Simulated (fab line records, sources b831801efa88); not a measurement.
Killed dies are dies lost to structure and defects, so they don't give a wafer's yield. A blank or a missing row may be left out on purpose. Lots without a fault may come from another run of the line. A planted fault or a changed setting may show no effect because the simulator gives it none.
A struck lot beside a sound one | flow sky130 | 14 steps out of a route of 708
Sound: wafers L949.3, L949.5, L949.6. Struck: wafers L952.1, L952.5, L952.6. The cause comes at the end.
At each step with rows: each side's tool, then ch and its chambers, then its first start. Under that, the readings that differ: sound wafers | struck wafers | difference of the means | sigmas: that difference in standard deviations of wafers without a fault.
alike: readings whose means differ by less than 2 such deviations, and words and numbers that are the same on both sides. not compared: withheld readings, readings that some wafer has no value for, bounds like >300 that may hide the same value, and numbers for which the record gives no deviation and whose values overlap.
The two part at a step that has a row with sigmas, a row that says differs or no value, or rows on one side only. Numbers that don't overlap but have no deviation are shown without sigmas and don't part them. A reading that every wafer of one side lacks parts them only if that side has two wafers or more.

first, 6 steps without rows for these wafers: SKY_VIA4_HMDS_05 (prime time 60 s); SKY_VIA4_COAT_06 (resist thk 1140 nm); SKY_VIA4_SOFTBAKE_07 (time 60 s); SKY_VIA4_EXPOSE_08 (exposes mask VIM4, target cd 800 nm); SKY_VIA4_PEB_09; SKY_VIA4_DEVELOP_10 (develop time 60 s).
SKY_VIA4_OVL_MEAS_11:
  sound on overlay-01, day 44 01:54; struck on overlay-02, day 44 11:18
  alike: VIA4_OVL
SKY_VIA4_ETCH_12: etches SiO2 in C4F8/O2/Ar, stops on TiN, target depth 580 nm.
  sound on rie_diel-04 ch 1,2,3, day 44 01:55; struck on rie_diel-03 ch 0,3, day 44 11:20
  alike: chamber_pressure_mTorr, oes_product_au
SKY_VIA4_STRIP_13: strips in O2/N2.
  sound on plasma_asher-03 ch 0,1, day 44 02:02; struck on plasma_asher-02 ch 0,1, day 44 11:24
  reading                      | sound             | struck            | difference | sigmas
  strip_time_to_endpoint_s (s) | 12.90 12.90 12.87 | 12.79 12.77 12.83 | -0.09      | -3
  alike: chamber_pressure_mTorr, drypump_motor_current_A, oes_product_au
  not compared: rf_hours_counter_h
then, 3 steps without rows for these wafers: SKY_VIA4_STRIP_14 (strips in post etch residue remover, time 1200 s); SKY_VIA4_CLEAN_15 (cleans in IPA, time 180 s); SKY_VIA4_CLEAN_16 (cleans in O3/DIW).
SKY_VIA4_SPUTTER_17: material TiN, target thk 20 nm, time 80 s.
  sound on pvd_sputter-04, day 44 02:35; struck on pvd_sputter-04, day 44 12:01
  no value came back on the struck wafers for cathode_dc_power_W (W), chamber_pressure_pa (Pa), throttle_valve_pct (%); on the sound wafers cathode_dc_power_W (W) reads 4000.3 3999.5 3999.4
SKY_VIA4_CVD_18: deposits W, target thk 505 nm, time 152.14 s.
  sound on cvd_w-01 ch 0,1, day 44 02:42; struck on cvd_w-02 ch 0,1, day 44 12:04
  alike: chamber_pressure_Torr, heater_power_w

WHERE THEY PART
First at SKY_VIA4_STRIP_13; last, within this record, at SKY_VIA4_SPUTTER_17. Later steps at which nothing parts them and some readings are alike: SKY_VIA4_CVD_18.

WHY: what the simulator had put in
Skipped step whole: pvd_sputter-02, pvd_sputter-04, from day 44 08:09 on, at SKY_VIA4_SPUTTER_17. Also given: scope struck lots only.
